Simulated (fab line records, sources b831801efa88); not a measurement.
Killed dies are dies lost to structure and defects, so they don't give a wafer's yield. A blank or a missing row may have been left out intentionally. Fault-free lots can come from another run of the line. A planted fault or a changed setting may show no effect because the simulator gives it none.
fab line records	flow gf180mcu
record: lots: 5	wafers: 15	lastDay: 34
route steps=602 shown VT_IMPLANT@121 MVSD@136 NWELL@137 LVPWELL@138 MVPSD@139 DUAL_GATE@141 POLY_GATE@157
lots that met no fault: from a run of the same line without faults
startH: start of the lot's first displayed wafer, in hours after the record's first day	waitH: hours from the lot's prior step to this one	" repeats the value in the row above	L1.1+2: several wafers, shown together as one row	- either no value or no given start	* or withheld: withheld	< > ~ a bound
route shown NAME@n: names a module that has steps shown in the file, with the first one's number in the route	usual: mean and standard deviation over wafers with no fault	same: alike in all rows	chamber/n: place in a boat	sites: each site's reading	_std_site: their standard deviation	_edge_site: inner sites' mean taken away from outer sites' mean	radiusMm: for every site, how far away it sits from the centre of the wafer	mask NAME#n: copy n	behind: the tool/chamber that last shaped the wafer	hold: why the lot went on hold/how many hours it stayed there/how the hold came to an end	device: the n, p or np transistor that did not switch	end of line: the tests these same wafers got at the end of their route	step lacking rows: just its recipe	killed: not the wafer's yield, but the dies lost to structure and defects at the first sort	map: dies across one wafer; x = killed, . = not, _ = none there
set.NAME: setting as actually run; set.NAME@STEP: the setting as run at that earlier step	model.NAME: the simulator's own value behind a step, which no gauge read
a table for each step, a row for each wafer; lots at some steps of the route
services: a tool's chamber out of use, with start hour (startH, from the record's first day; less than 0 if before it), hours out, and reason
== steps ==
step: GF_VT_IMPLANT_STRIP_31
recipe: chemistry: O2/N2	powerW: 1400	pressureMtorr: 1500	platenTempC: 250	o2FlowSccm: 3000	n2FlowSccm: 300	overashFraction: 0.5
usual: drypumpMotorCurrentA: 5.72/0.27	heaterPowerW: 323/36	o2FlowSccm: 3001/9.9	oesProductAu: 0.716/0.0044	stripTimeToEndpointS: 12.623/0.027
lot.wafer	tool	chamber	startH	waitH	drypumpMotorCurrentA	heaterPowerW	o2FlowSccm	oesProductAu	rfHoursCounterH	stripTimeToEndpointS
L083.1	plasmaAsher-02	1	197.89	0.1	5.70	320	2990	0.712	6	12.624
L083.3	"	1	"	"	5.69	327	3004	0.713	-	12.668
L083.4	"	0	"	"	5.73	267	3009	0.721	-	12.684
L090.1	plasmaAsher-01	1	243.85	0.1	5.77	364	3002	0.711	60	12.616
L090.3	"	0	"	"	5.57	366	3007	0.710	-	12.661
L090.6	"	0	"	"	5.58	366	3011	0.718	-	12.642
L091.1	plasmaAsher-02	0	248.90	0.1	5.70	275	3022	0.719	11	12.569
L091.2	"	1	"	"	5.71	324	3013	0.715	11	12.581
L091.5	"	0	"	"	5.70	281	3016	0.723	-	12.618
L095.1	plasmaAsher-01	1	277.00	0.1	5.76	359	2989	0.716	64	12.628
L095.2	"	0	"	"	5.56	369	3000	0.714	64	12.612
L095.4	"	1	"	"	5.75	363	2992	0.711	-	12.619
L096.1	plasmaAsher-01	1	283.83	0.1	5.70	362	3011	0.718	65	12.647
L096.5	"	0	"	"	5.59	353	2999	0.716	-	12.645
L096.6	"	1	"	"	5.72	357	2995	0.712	-	12.626
step: GF_VT_IMPLANT_TW_MEAS_32
usual: VT_IMPLANT_3_TW: 267.5/1.5
lot.wafer	tool	chamber	startH	waitH	VT_IMPLANT_3_TW
L083.1	filmMetro-02	-	197.99	0.1	267.7
L083.3	"	-	"	"	266.7
L083.4	"	-	"	"	267.3
L090.1	filmMetro-02	-	243.95	0.1	268.2
L090.3	"	-	"	"	267.0
L090.6	"	-	"	"	268.1
L091.1	filmMetro-03	-	249.00	0.1	268.5
L091.2	"	-	"	"	267.7
L091.5	"	-	"	"	267.5
L095.1	filmMetro-01	-	277.10	0.1	266.8
L095.2	"	-	"	"	267.8
L095.4	"	-	"	"	266.1
L096.1	filmMetro-01	-	283.93	0.1	269.6
L096.5	"	-	"	"	268.3
L096.6	"	-	"	"	269.0
step: GF_VT_IMPLANT_DEHYDRATE_33
recipe: tempC: 200	timeS: 60
lot.wafer	tool	chamber	startH	waitH
L083.1+3+4	lithoTrack-01	0	206.30	8.3
L090.1+3+6	lithoTrack-01	0	252.60	8.6
L091.1+2+5	lithoTrack-02	0	257.66	8.7
L095.1+2+4	lithoTrack-03	0	286.14	9.0
L096.1+5+6	lithoTrack-02	0	293.81	9.9
step: GF_VT_IMPLANT_HMDS_34
recipe: primeTimeS: 60	primeTempC: 120
lot.wafer	tool	chamber	startH	waitH
L083.1+3+4	lithoTrack-01	0	206.45	0.1
L090.1+3+6	lithoTrack-01	0	252.75	0.1
L091.1+2+5	lithoTrack-02	0	257.81	0.1
L095.1+2+4	lithoTrack-03	0	286.29	0.1
L096.1+5+6	lithoTrack-02	0	293.96	0.1
step: GF_VT_IMPLANT_COAT_35
recipe: resist: NOVOLAK	spinRpm: 3000	resistThkNm: 1000
lot.wafer	tool	chamber	startH	waitH
L083.1+3+4	lithoTrack-01	0	206.60	0.1
L090.1+3+6	lithoTrack-01	0	252.90	0.1
L091.1+2+5	lithoTrack-02	0	257.96	0.1
L095.1+2+4	lithoTrack-03	0	286.44	0.1
L096.1+5+6	lithoTrack-02	0	294.11	0.1
step: GF_VT_IMPLANT_SOFTBAKE_36
recipe: tempC: 90	timeS: 60	resist: NOVOLAK
lot.wafer	tool	chamber	startH	waitH
L083.1+3+4	lithoTrack-01	0	206.75	0.1
L090.1+3+6	lithoTrack-01	0	253.05	0.1
L091.1+2+5	lithoTrack-02	0	258.11	0.1
L095.1+2+4	lithoTrack-03	0	286.59	0.1
L096.1+5+6	lithoTrack-02	0	294.26	0.1
step: GF_VT_IMPLANT_EXPOSE_37
recipe: maskId: Nwell_HV_AREA	targetCdNm: 860	na: 0.6	sourceShape: conventional	sigmaOuter: 0.6	doseMj: 140
lot.wafer	tool	chamber	startH	waitH	mask
L083.1+3+4	ilineStepper-02	0	-	-	Nwell_HV_AREA#0
L090.1+3+6	ilineStepper-02	0	-	-	Nwell_HV_AREA#0
L091.1+2+5	ilineStepper-02	0	-	-	Nwell_HV_AREA#0
L095.1+2+4	ilineStepper-01	0	-	-	Nwell_HV_AREA#0
L096.1+5+6	ilineStepper-01	0	-	-	Nwell_HV_AREA#0
step: GF_VT_IMPLANT_PEB_38
recipe: tempC: withheld	timeS: *	resist: NOVOLAK
lot.wafer	tool	chamber	startH	waitH
L083.1+3+4	lithoTrack-02	0	-	-
L090.1+3+6	lithoTrack-01	0	-	-
L091.1+2+5	lithoTrack-01	0	-	-
L095.1+2+4	lithoTrack-02	0	-	-
L096.1+5+6	lithoTrack-01	0	-	-
step: GF_VT_IMPLANT_DEVELOP_39
recipe: developTimeS: 60	devTempC: 23
lot.wafer	tool	chamber	startH	waitH
L083.1+3+4	lithoTrack-02	0	215.66	0.1
L090.1+3+6	lithoTrack-01	0	262.20	0.1
L091.1+2+5	lithoTrack-01	0	267.30	0.1
L095.1+2+4	lithoTrack-02	0	296.21	0.1
L096.1+5+6	lithoTrack-01	0	304.40	0.1
step: GF_VT_IMPLANT_OVL_MEAS_40
usual: VT_IMPLANT_03_OVL: -1.3/1.4
lot.wafer	tool	chamber	startH	waitH	VT_IMPLANT_03_OVL[nm]
L083.1	overlay-01	-	215.81	0.1	-3.2
L083.3	"	-	"	"	-1.7
L083.4	"	-	"	"	-2.8
L090.1	overlay-01	-	262.35	0.1	-1.5
L090.3	"	-	"	"	-1.7
L090.6	"	-	"	"	-3.3
L091.1	overlay-01	-	267.45	0.1	-2.7
L091.2	"	-	"	"	-0.5
L091.5	"	-	"	"	-3.3
L095.1	overlay-01	-	296.36	0.1	0.3
L095.2	"	-	"	"	-0.1
L095.4	"	-	"	"	-1.0
L096.1	overlay-01	-	304.55	0.1	-1.1
L096.5	"	-	"	"	0.6
L096.6	"	-	"	"	-2.0
step: GF_VT_IMPLANT_IMPLANT_41
recipe: species: As	energyKev: 70	doseCm2: 1.013e+12	tiltDeg: 7
lot.wafer	tool	chamber	startH	waitH
L083.1+3+4	implanter-04	0	215.85	0.0
L090.1+3+6	implanter-04	0	262.39	0.0
L091.1+2+5	implanter-01	0	267.49	0.0
L095.1+2+4	implanter-01	0	296.40	0.0
L096.1+5+6	implanter-03	0	304.59	0.0
step: GF_VT_IMPLANT_STRIP_42
recipe: chemistry: O2/N2	powerW: 1400	pressureMtorr: 1500	platenTempC: 250	o2FlowSccm: 3000	n2FlowSccm: 300	overashFraction: 0.5
usual: drypumpMotorCurrentA: 5.70/0.23	heaterPowerW: 327/36	o2FlowSccm: 3000/9.3	oesProductAu: 0.716/0.0044	stripTimeToEndpointS: 12.63/0.038
lot.wafer	tool	chamber	startH	waitH	drypumpMotorCurrentA	heaterPowerW	o2FlowSccm	oesProductAu	rfHoursCounterH	stripTimeToEndpointS
L083.1	plasmaAsher-01	1	216.00	0.1	5.77	371	3021	0.721	57	12.62
L083.3	"	1	"	"	5.71	368	3012	0.708	-	12.62
L083.4	"	0	"	"	5.59	369	3012	0.711	-	12.58
L090.1	plasmaAsher-02	0	262.54	0.1	5.71	278	3005	0.718	13	12.59
L090.3	"	1	"	"	5.66	333	2994	0.717	-	12.60
L090.6	"	0	"	"	5.71	278	2996	0.711	-	12.58
L091.1	plasmaAsher-02	0	267.64	0.1	5.71	287	2985	0.707	13	12.61
L091.2	"	1	"	"	5.68	314	2999	0.718	13	12.62
L091.5	"	1	"	"	5.69	323	3006	0.715	-	12.61
L095.1	plasmaAsher-02	0	296.55	0.1	5.68	270	2992	0.720	16	12.62
L095.2	"	1	"	"	5.67	316	2998	0.716	16	12.64
L095.4	"	1	"	"	5.70	329	2996	0.716	-	12.65
L096.1	plasmaAsher-01	1	304.74	0.1	5.78	365	3008	0.715	67	12.62
L096.5	"	0	"	"	5.59	355	2996	0.717	-	12.65
L096.6	"	1	"	"	5.78	363	3004	0.710	-	12.66
step: GF_VT_IMPLANT_TW_MEAS_43
usual: VT_IMPLANT_4_TW: 688/4.2
lot.wafer	tool	chamber	startH	waitH	VT_IMPLANT_4_TW
L083.1	filmMetro-01	-	216.10	0.1	695
L083.3	"	-	"	"	694
L083.4	"	-	"	"	693
L090.1	filmMetro-01	-	262.64	0.1	691
L090.3	"	-	"	"	695
L090.6	"	-	"	"	691
L091.1	filmMetro-03	-	267.74	0.1	695
L091.2	"	-	"	"	693
L091.5	"	-	"	"	689
L095.1	filmMetro-02	-	296.65	0.1	684
L095.2	"	-	"	"	688
L095.4	"	-	"	"	686
L096.1	filmMetro-02	-	304.84	0.1	686
L096.5	"	-	"	"	685
L096.6	"	-	"	"	685
step: GF_VT_IMPLANT_CLEAN_44
recipe: chemistry: SC1/SC2	mix: 1:4:20	tempC: 70	timeS: 150	dry: n2Spin
lot.wafer	tool	chamber	startH	waitH
L083.1+3+4	wetBench-03	0	216.16	0.1
L090.1+3+6	wetBench-01	1	262.70	0.1
L091.1+2+5	wetBench-01	1	267.80	0.1
L095.1+2+4	wetBench-03	2	296.71	0.1
L096.1+5+6	wetBench-01	1	304.90	0.1
step: GF_VT_IMPLANT_RTA_45
recipe: tempC: 1050	timeS: 30	ambient: N2
usual: lampPowerPct: 29.8/2.1	wafer_temp_C_max: 1054.2/0.96
lot.wafer	tool	chamber	startH	waitH	lampPowerPct	wafer_temp_C_max
L083.1	rtpAnneal-01	0	216.21	0.0	27.1	1055.6
L083.3	"	0	"	"	27.1	1053.9
L083.4	"	0	"	"	27.1	1054.8
L090.1	rtpAnneal-02	0	262.75	0.0	31.4	1053.7
L090.3	"	0	"	"	31.4	1053.4
L090.6	"	0	"	"	31.4	1053.6
L091.1	rtpAnneal-01	0	267.85	0.0	27.1	1053.4
L091.2	"	0	"	"	27.2	1054.1
L091.5	"	0	"	"	27.1	1054.2
L095.1	rtpAnneal-02	0	296.76	0.0	31.3	1055.1
L095.2	"	0	"	"	31.4	1053.1
L095.4	"	0	"	"	31.4	1055.9
L096.1	rtpAnneal-02	0	304.95	0.0	31.3	1054.8
L096.5	"	0	"	"	31.4	1053.6
L096.6	"	0	"	"	31.3	1052.3
step: GF_VT_IMPLANT_RS_MEAS_46
recipe: thkMeasGauge: four-point-probe
usual: MVSD_RS: 457.1/1.3
lot.wafer	tool	chamber	startH	waitH	MVSD_RS[ohm/sq]
L083.1	filmMetro-04	-	216.31	0.1	455.9
L083.3	"	-	"	"	456.1
L083.4	"	-	"	"	456.6
L090.1	filmMetro-04	-	262.85	0.1	455.4
L090.3	"	-	"	"	456.3
L090.6	"	-	"	"	457.3
L091.1	filmMetro-01	-	267.95	0.1	456.4
L091.2	"	-	"	"	456.6
L091.5	"	-	"	"	456.6
L095.1	filmMetro-03	-	296.86	0.1	456.8
L095.2	"	-	"	"	455.2
L095.4	"	-	"	"	455.6
L096.1	filmMetro-01	-	305.05	0.1	459.0
L096.5	"	-	"	"	457.7
L096.6	"	-	"	"	456.8
step: GF_VT_IMPLANT_RS_MEAS_47
recipe: thkMeasGauge: four-point-probe
usual: NWELL_RS: 488.3/1.3
lot.wafer	tool	chamber	startH	waitH	NWELL_RS[ohm/sq]
L083.1	filmMetro-04	-	216.43	0.1	487.8
L083.3	"	-	"	"	489.5
L083.4	"	-	"	"	487.6
L090.1	filmMetro-04	-	262.97	0.1	490.1
L090.3	"	-	"	"	489.7
L090.6	"	-	"	"	490.0
L091.1	filmMetro-01	-	268.07	0.1	488.1
L091.2	"	-	"	"	488.8
L091.5	"	-	"	"	487.9
L095.1	filmMetro-03	-	296.98	0.1	488.1
L095.2	"	-	"	"	486.5
L095.4	"	-	"	"	486.0
L096.1	filmMetro-01	-	305.17	0.1	489.2
L096.5	"	-	"	"	488.8
L096.6	"	-	"	"	487.8
step: GF_VT_IMPLANT_RS_MEAS_48
recipe: thkMeasGauge: four-point-probe
usual: LVPWELL_RS: 1197.5/3
lot.wafer	tool	chamber	startH	waitH	LVPWELL_RS[ohm/sq]
L083.1	filmMetro-04	-	216.55	0.1	1203.5
L083.3	"	-	"	"	1202.2
L083.4	"	-	"	"	1203.3
L090.1	filmMetro-04	-	263.09	0.1	1197.8
L090.3	"	-	"	"	1200.9
L090.6	"	-	"	"	1200.8
L091.1	filmMetro-01	-	268.19	0.1	1196.3
L091.2	"	-	"	"	1199.8
L091.5	"	-	"	"	1198.9
L095.1	filmMetro-03	-	297.10	0.1	1190.4
L095.2	"	-	"	"	1193.2
L095.4	"	-	"	"	1192.5
L096.1	filmMetro-01	-	305.29	0.1	1200.6
L096.5	"	-	"	"	1200.4
L096.6	"	-	"	"	1200.2
step: GF_VT_IMPLANT_RS_MEAS_49
recipe: thkMeasGauge: four-point-probe
usual: MVPSD_RS: 1168.9/2.5
lot.wafer	tool	chamber	startH	waitH	MVPSD_RS[ohm/sq]
L083.1	filmMetro-04	-	216.67	0.1	1171.8
L083.3	"	-	"	"	1169.4
L083.4	"	-	"	"	1168.9
L090.1	filmMetro-04	-	263.21	0.1	1169.8
L090.3	"	-	"	"	1172.1
L090.6	"	-	"	"	1171.4
L091.1	filmMetro-01	-	268.31	0.1	1169.6
L091.2	"	-	"	"	1172.6
L091.5	"	-	"	"	1172.3
L095.1	filmMetro-03	-	297.22	0.1	1164.7
L095.2	"	-	"	"	1165.9
L095.4	"	-	"	"	1169.8
L096.1	filmMetro-01	-	305.41	0.1	1166.7
L096.5	"	-	"	"	1167.0
L096.6	"	-	"	"	1171.2
step: GF_VT_IMPLANT_WET_ETCH_50
recipe: chemistry: dHF	targetDepthNm: 20	target: SiO2	tempC: 25	dilution: 100:1	timeS: 400
lot.wafer	tool	chamber	startH	waitH
L083.1+3+4	wetBench-01	3	216.79	0.1
L090.1+3+6	wetBench-01	3	263.33	0.1
L091.1+2+5	wetBench-01	1	268.43	0.1
L095.1+2+4	wetBench-02	1	297.34	0.1
L096.1+5+6	wetBench-02	1	305.53	0.1
step: GF_DUAL_GATE_CLEAN_00
recipe: chemistry: SC1/SC2	mix: 1:4:20	tempC: 70	timeS: 150
lot.wafer	tool	chamber	startH	waitH
L083.1+3+4	wetBench-03	2	216.91	0.0
L090.1+3+6	wetBench-01	0	263.45	0.0
L091.1+2+5	wetBench-02	3	268.55	0.0
L095.1+2+4	wetBench-03	0	297.45	0.0
L096.1+5+6	wetBench-03	3	305.64	0.0
step: GF_DUAL_GATE_CLEAN_01
recipe: chemistry: dHF	timeS: 20	dilution: 100:1	dry: ipaMarangoni
lot.wafer	tool	chamber	startH	waitH
L083.1+3+4	wetBench-01	3	216.96	0.0
L090.1+3+6	wetBench-01	3	263.50	0.0
L091.1+2+5	wetBench-01	1	268.60	0.0
L095.1+2+4	wetBench-02	2	297.50	0.0
L096.1+5+6	wetBench-01	3	305.70	0.0
step: GF_DUAL_GATE_OXIDATION_02
recipe: tempC: 900	ambient: O2	stabiliseS: 600	purgeS: 300	targetThkA: 108.87	oxTimeS: 1602
lot.wafer	tool	chamber	startH	waitH
L083.1+3+4	furnace-01	0	216.97	0.0
L090.1+3+6	furnace-01	0	263.51	0.0
L091.1+2+5	furnace-01	0	268.62	0.0
L095.1+2+4	furnace-02	0	297.52	0.0
L096.1+5+6	furnace-02	0	306.51	0.8
step: GF_DUAL_GATE_THK_MEAS_03
recipe: reads: SiO2_of_DUAL_GATE_OXIDATION_02
usual: DUAL_GATE_OXIDATION_00_THK: 10.89/0.22
lot.wafer	tool	chamber	startH	waitH	DUAL_GATE_OXIDATION_00_THK[nm]
L083.1	filmMetro-02	-	218.42	0.0	10.55
L083.3	"	-	"	"	10.63
L083.4	"	-	"	"	10.82
L090.1	filmMetro-01	-	264.95	0.0	10.69
L090.3	"	-	"	"	10.81
L090.6	"	-	"	"	10.77
L091.1	filmMetro-01	-	270.06	0.0	11.09
L091.2	"	-	"	"	11.11
L091.5	"	-	"	"	11.17
L095.1	filmMetro-02	-	298.96	0.0	11.35
L095.2	"	-	"	"	11.24
L095.4	"	-	"	"	11.36
L096.1	filmMetro-04	-	307.96	0.0	11.02
L096.5	"	-	"	"	11.14
L096.6	"	-	"	"	10.94
step: GF_DUAL_GATE_DEHYDRATE_04
recipe: tempC: 200	timeS: 60
lot.wafer	tool	chamber	startH	waitH
L083.1+3+4	lithoTrack-03	0	226.95	8.5
L090.1+3+6	lithoTrack-03	0	274.09	9.1
L091.1+2+5	lithoTrack-04	0	278.98	8.9
L095.1+2+4	lithoTrack-04	0	309.08	10.1
L096.1+5+6	lithoTrack-01	0	317.75	9.8
step: GF_DUAL_GATE_HMDS_05
recipe: primeTimeS: 60	primeTempC: 120
lot.wafer	tool	chamber	startH	waitH
L083.1+3+4	lithoTrack-03	0	227.10	0.1
L090.1+3+6	lithoTrack-03	0	274.24	0.1
L091.1+2+5	lithoTrack-04	0	279.13	0.1
L095.1+2+4	lithoTrack-04	0	309.23	0.1
L096.1+5+6	lithoTrack-01	0	317.90	0.1
step: GF_DUAL_GATE_COAT_06
recipe: resist: NOVOLAK	spinRpm: 3000	resistThkNm: 1000
lot.wafer	tool	chamber	startH	waitH
L083.1+3+4	lithoTrack-03	0	227.25	0.1
L090.1+3+6	lithoTrack-03	0	274.39	0.1
L091.1+2+5	lithoTrack-04	0	279.28	0.1
L095.1+2+4	lithoTrack-04	0	309.38	0.1
L096.1+5+6	lithoTrack-01	0	318.05	0.1
step: GF_DUAL_GATE_SOFTBAKE_07
recipe: tempC: 90	timeS: 60	resist: NOVOLAK
lot.wafer	tool	chamber	startH	waitH
L083.1+3+4	lithoTrack-03	0	227.40	0.1
L090.1+3+6	lithoTrack-03	0	274.54	0.1
L091.1+2+5	lithoTrack-04	0	279.43	0.1
L095.1+2+4	lithoTrack-04	0	309.53	0.1
L096.1+5+6	lithoTrack-01	0	318.20	0.1
step: GF_DUAL_GATE_EXPOSE_08
recipe: maskId: Dualgate	targetCdNm: 700	na: 0.6	sourceShape: conventional	sigmaOuter: 0.6	doseMj: 140
lot.wafer	tool	chamber	startH	waitH	mask
L083.1+3+4	ilineStepper-01	0	-	-	Dualgate#0
L090.1+3+6	ilineStepper-02	0	-	-	Dualgate#0
L091.1+2+5	ilineStepper-01	0	-	-	Dualgate#0
L095.1+2+4	ilineStepper-01	0	-	-	Dualgate#0
L096.1+5+6	ilineStepper-01	0	-	-	Dualgate#0
step: GF_DUAL_GATE_PEB_09
recipe: tempC: withheld	timeS: *	resist: NOVOLAK
lot.wafer	tool	chamber	startH	waitH
L083.1+3+4	lithoTrack-03	0	-	-
L090.1+3+6	lithoTrack-03	0	-	-
L091.1+2+5	lithoTrack-03	0	-	-
L095.1+2+4	lithoTrack-04	0	-	-
L096.1+5+6	lithoTrack-01	0	-	-
step: GF_DUAL_GATE_DEVELOP_10
recipe: developTimeS: 60	devTempC: 23
lot.wafer	tool	chamber	startH	waitH
L083.1+3+4	lithoTrack-03	0	235.99	0.1
L090.1+3+6	lithoTrack-03	0	283.84	0.1
L091.1+2+5	lithoTrack-03	0	289.39	0.1
L095.1+2+4	lithoTrack-04	0	319.43	0.1
L096.1+5+6	lithoTrack-01	0	328.05	0.1
step: GF_DUAL_GATE_OVL_MEAS_11
usual: DUAL_GATE_OVL: -0.3/1.2
lot.wafer	tool	chamber	startH	waitH	DUAL_GATE_OVL[nm]
L083.1	overlay-02	-	236.14	0.1	1.0
L083.3	"	-	"	"	-1.9
L083.4	"	-	"	"	-0.6
L090.1	overlay-01	-	283.99	0.1	-2.2
L090.3	"	-	"	"	-2.6
L090.6	"	-	"	"	-1.4
L091.1	overlay-01	-	289.54	0.1	-0.4
L091.2	"	-	"	"	1.8
L091.5	"	-	"	"	1.1
L095.1	overlay-01	-	319.58	0.1	-0.4
L095.2	"	-	"	"	0.2
L095.4	"	-	"	"	-1.0
L096.1	overlay-02	-	328.20	0.1	-0.6
L096.5	"	-	"	"	-0.8
L096.6	"	-	"	"	0.1
step: GF_DUAL_GATE_WET_ETCH_12
recipe: chemistry: dHF	targetDepthNm: 13	dry: n2Spin	target: SiO2	tempC: 25	dilution: 100:1	timeS: 260
lot.wafer	tool	chamber	startH	waitH
L083.1+3+4	wetBench-02	3	236.18	0.0
L090.1+3+6	wetBench-03	0	284.03	0.0
L091.1+2+5	wetBench-03	1	289.58	0.0
L095.1+2+4	wetBench-02	3	319.62	0.0
L096.1+5+6	wetBench-01	2	328.23	0.0
step: GF_DUAL_GATE_STRIP_13
recipe: chemistry: O2/N2	powerW: 1400	pressureMtorr: 1500	platenTempC: 250	o2FlowSccm: 3000	n2FlowSccm: 300	overashFraction: 0.5
usual: drypumpMotorCurrentA: 5.6/0.43	heaterPowerW: 309/33	o2FlowSccm: 2998/8.2	oesProductAu: 0.716/0.0043	stripTimeToEndpointS: 12.63/0.032
lot.wafer	tool	chamber	startH	waitH	drypumpMotorCurrentA	heaterPowerW	o2FlowSccm	oesProductAu	rfHoursCounterH	stripTimeToEndpointS
L083.1	plasmaAsher-04	0	236.26	0.0	5.3	376	2987	0.716	61	12.61
L083.3	"	1	"	"	6.3	284	2995	0.727	-	12.61
L083.4	"	0	"	"	5.3	370	2999	0.715	-	12.64
L090.1	plasmaAsher-03	0	284.11	0.0	4.7	290	3002	0.716	49	12.68
L090.3	"	0	"	"	4.8	283	2999	0.719	-	12.63
L090.6	"	1	"	"	5.3	324	2985	0.716	-	12.63
L091.1	plasmaAsher-03	1	289.66	0.0	5.3	323	2998	0.715	50	12.62
L091.2	"	0	"	"	4.8	272	2996	0.722	50	12.61
L091.5	"	1	"	"	5.3	330	2999	0.722	-	12.59
L095.1	plasmaAsher-04	1	319.70	0.0	6.4	282	2993	0.720	69	12.63
L095.2	"	0	"	"	5.3	367	2994	0.720	69	12.61
L095.4	"	1	"	"	6.3	277	2998	0.718	-	12.59
L096.1	plasmaAsher-02	1	328.32	0.0	5.7	326	2987	0.708	19	12.63
L096.5	"	1	"	"	5.7	328	2997	0.725	-	12.61
L096.6	"	0	"	"	5.7	276	2985	0.716	-	12.63
step: GF_DUAL_GATE_CLEAN_14
recipe: chemistry: SC1/SC2	mix: 1:4:20	tempC: 70	timeS: 150	dry: n2Spin
lot.wafer	tool	chamber	startH	waitH
L083.1+3+4	wetBench-01	2	236.36	0.1
L090.1+3+6	wetBench-03	1	284.21	0.1
L091.1+2+5	wetBench-03	0	289.76	0.1
L095.1+2+4	wetBench-01	2	319.80	0.1
L096.1+5+6	wetBench-01	0	328.42	0.1
step: GF_DUAL_GATE_OXIDATION_15
recipe: tempC: 850	ambient: O2	stabiliseS: 600	purgeS: 300	targetThkA: 70.98	oxTimeS: 1995
lot.wafer	tool	chamber	startH	waitH
L083.1+3+4	furnace-01	0	236.53	0.1
L090.1+3+6	furnace-02	0	284.26	0.0
L091.1+2+5	furnace-02	0	290.45	0.6
L095.1+2+4	furnace-02	0	319.89	0.0
L096.1+5+6	furnace-02	0	328.47	0.0
step: GF_POLY_GATE_CVD_00
recipe: material: poly-Si	targetThkNm: 200	tempC: 620	timeS: 1200	pressureMtorr: 200
lot.wafer	tool	chamber	startH	waitH
L083.1+3+4	lpcvd-01	1	238.16	0.1
L090.1+3+6	lpcvd-02	1	285.81	0.0
L091.1+2+5	lpcvd-02	0	292.00	0.0
L095.1+2+4	lpcvd-01	0	321.44	0.0
L096.1+5+6	lpcvd-02	1	330.02	0.0
step: GF_POLY_GATE_THK_MEAS_01
recipe: reads: poly-Si_of_POLY_GATE_CVD_00
usual: POLY_GATE_CVD_00_THK: 200.3/1.9
lot.wafer	tool	chamber	startH	waitH	POLY_GATE_CVD_00_THK[nm]
L083.1	filmMetro-04	-	239.49	0.0	198.1
L083.3	"	-	"	"	196.1
L083.4	"	-	"	"	197.2
L090.1	filmMetro-02	-	287.15	0.0	199.7
L090.3	"	-	"	"	197.0
L090.6	"	-	"	"	199.0
L091.1	filmMetro-03	-	293.33	0.0	200.7
L091.2	"	-	"	"	200.3
L091.5	"	-	"	"	199.5
L095.1	filmMetro-02	-	323.44	0.0	199.3
L095.2	"	-	"	"	199.2
L095.4	"	-	"	"	199.2
L096.1	filmMetro-03	-	331.35	0.0	198.6
L096.5	"	-	"	"	199.6
L096.6	"	-	"	"	200.5
step: GF_POLY_GATE_DEHYDRATE_02
recipe: tempC: 200	timeS: 60
lot.wafer	tool	chamber	startH	waitH
L083.1+3+4	lithoTrack-02	0	247.66	8.2
L090.1+3+6	lithoTrack-03	0	296.39	9.2
L091.1+2+5	lithoTrack-04	0	302.28	8.9
L095.1+2+4	lithoTrack-04	0	332.98	9.5
L096.1+5+6	lithoTrack-04	0	341.53	10.2
step: GF_POLY_GATE_HMDS_03
recipe: primeTimeS: 60	primeTempC: 120
lot.wafer	tool	chamber	startH	waitH
L083.1+3+4	lithoTrack-02	0	247.81	0.1
L090.1+3+6	lithoTrack-03	0	296.54	0.1
L091.1+2+5	lithoTrack-04	0	302.43	0.1
L095.1+2+4	lithoTrack-04	0	333.13	0.1
L096.1+5+6	lithoTrack-04	0	341.68	0.1
== services ==
tool	chamber	startH	hours	kind
lpcvd-01	-	178.28	0.7	repair
plasmaAsher-02	-	178.72	3.8	repair
plasmaAsher-02	-	191.86	0.7	repair
plasmaAsher-03	-	197.22	2.8	pm
implanter-03	-	206.15	4.4	pm
plasmaAsher-02	-	206.65	2.4	repair
ilineStepper-02	-	213.29	2.1	pm
lpcvd-02	-	219.51	0.9	repair
plasmaAsher-01	-	225.84	0.6	repair
wetBench-01	-	240.71	4.4	pm
ilineStepper-02	-	244.73	4.4	pm
plasmaAsher-01	-	247.98	4.5	repair
lpcvd-01	-	257.61	0.9	repair
implanter-04	-	273.27	18.4	repair
ilineStepper-01	-	291.03	1.7	pm
implanter-04	-	291.68	4.9	pm
ilineStepper-01	-	299.41	1.0	repair
plasmaAsher-02	-	310.99	1.8	repair
ilineStepper-02	-	316.94	1.7	pm
lpcvd-02	-	319.68	1.4	repair
furnace-01	-	325.17	3.4	pm
plasmaAsher-02	-	325.37	0.7	repair
plasmaAsher-04	-	328.00	2.8	pm
furnace-01	-	328.60	3.1	pm
== key ==
fault none
